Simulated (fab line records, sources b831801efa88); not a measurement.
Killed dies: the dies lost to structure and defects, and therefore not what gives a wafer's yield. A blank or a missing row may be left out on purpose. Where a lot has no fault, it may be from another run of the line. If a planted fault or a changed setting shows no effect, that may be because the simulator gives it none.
Chamber matching | flow sky130 | SKY_CONTACT_CMP_27 on cmp-02 has 4 sister chambers
The step polishes, stops on SiO2, t overpolish 15 s, target thk 0 nm. 4 wafers are shown with their chamber, then 7 later ones without.

WAFERS WITH THEIR CHAMBER
wafer  | chamber | motor current A (A)
L113.6 | 1       | 11.7
L114.5 | 2       | 9.4
L114.6 | 3       | 11.3
L115.5 | 0       | 12.0

WAFERS WITH NO CHAMBER GIVEN
wafer  | motor current A (A)
L115.6 | 12.0
L117.3 | 11.5
L117.4 | 11.9
L117.5 | 11.8
L119.3 | 12.0
L119.4 | 10.4
L119.6 | 11.5

THE CHAMBER EACH PASSED THROUGH
wafer  | from the rows above               | in truth
L115.6 | can't be placed: 0 or 1 or 3      | 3
L117.3 | can't be placed: 1 or 3 or 0      | 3
L117.4 | can't be placed: 0 or 1 or 3      | 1
L117.5 | can't be placed: 1 or 0 or 3      | 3
L119.3 | can't be placed: 0 or 1 or 3      | 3
L119.4 | can't be placed: 3 or 2 or 1 or 0 | 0
L119.6 | can't be placed: 1 or 3 or 0      | 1
Placed correctly: 0 of 7. Not placeable from these rows: 7 (in 7, the candidates include the true chamber). Placed wrongly: 0.
How it was worked out, from the rows above alone: a wafer's distance from a chamber is the root of the sum, over the readings, of the square of ((its reading less the chamber's mean) divided by the reading's scatter). If the next closest chamber is less than 2 further off than the closest, the wafer can't be placed; otherwise it belongs to the closest. For every chamber, the mean is computed from those of its wafers that are shown. The scatter (one wafer shown for each chamber): square how far every hidden wafer sits from the nearest shown wafer, average those squares and take the square root.
